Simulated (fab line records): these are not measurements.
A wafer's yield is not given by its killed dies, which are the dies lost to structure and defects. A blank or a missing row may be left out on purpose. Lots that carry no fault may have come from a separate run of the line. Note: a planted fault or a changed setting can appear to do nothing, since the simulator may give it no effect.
The tool behind it: which one? || flow sky130 || 6 lots (18 wafers sampled), 1 step of a 708-step route

## WHAT THE GAUGES SHOWED, per wafer
SKY_LOCAL_INTERCONNECT_OVL_MEAS_12.
{"lot": "L685", "measured": "day 31 15:22", "on": "overlay-01", "LOCAL_INTERCONNECT_OVL (nm)": "-10 -7 -14"}
{"lot": "L686", "measured": "day 32 18:40", "on": "overlay-02", "LOCAL_INTERCONNECT_OVL (nm)": "-3 -7 -9"}
{"lot": "L688", "measured": "day 33 08:40", "on": "overlay-02", "LOCAL_INTERCONNECT_OVL (nm)": "0 0 -2"}
{"lot": "L698", "measured": "day 35 15:58", "on": "overlay-01", "LOCAL_INTERCONNECT_OVL (nm)": "-10 -9 -6"}
{"lot": "L705", "measured": "day 37 09:04", "on": "overlay-02", "LOCAL_INTERCONNECT_OVL (nm)": "1 2 -10"}
{"lot": "L707", "measured": "day 37 17:23", "on": "overlay-02", "LOCAL_INTERCONNECT_OVL (nm)": "-3 0 0"}

## WHAT TOOL EACH LOT RAN ON (gives the tool, then ch and the chambers of the sampled wafers, and finally the start)
The record shows no process step preceding these readings.

## THE ANSWER, worked out from the rows above alone
Rule: the usual values come from the lots themselves. Put in order of their means at a reading, lots are off if they are a third of the lots or fewer, leave a main group of 4 or more, and stand apart from it by a gap of 3 or more times the standard deviation of the main group's means; of several such gaps the widest counts. A main group whose means are all the same, to the digits that the tables above print for the reading, isn't used. Also off: a lot with no number at a reading for which 4 or more lots have one. Any other lot the step has rows for is counted as sound.
Across all readings shown, no lot is off: no conclusion can be drawn from this.

## WHAT THE SIMULATOR PUT IN
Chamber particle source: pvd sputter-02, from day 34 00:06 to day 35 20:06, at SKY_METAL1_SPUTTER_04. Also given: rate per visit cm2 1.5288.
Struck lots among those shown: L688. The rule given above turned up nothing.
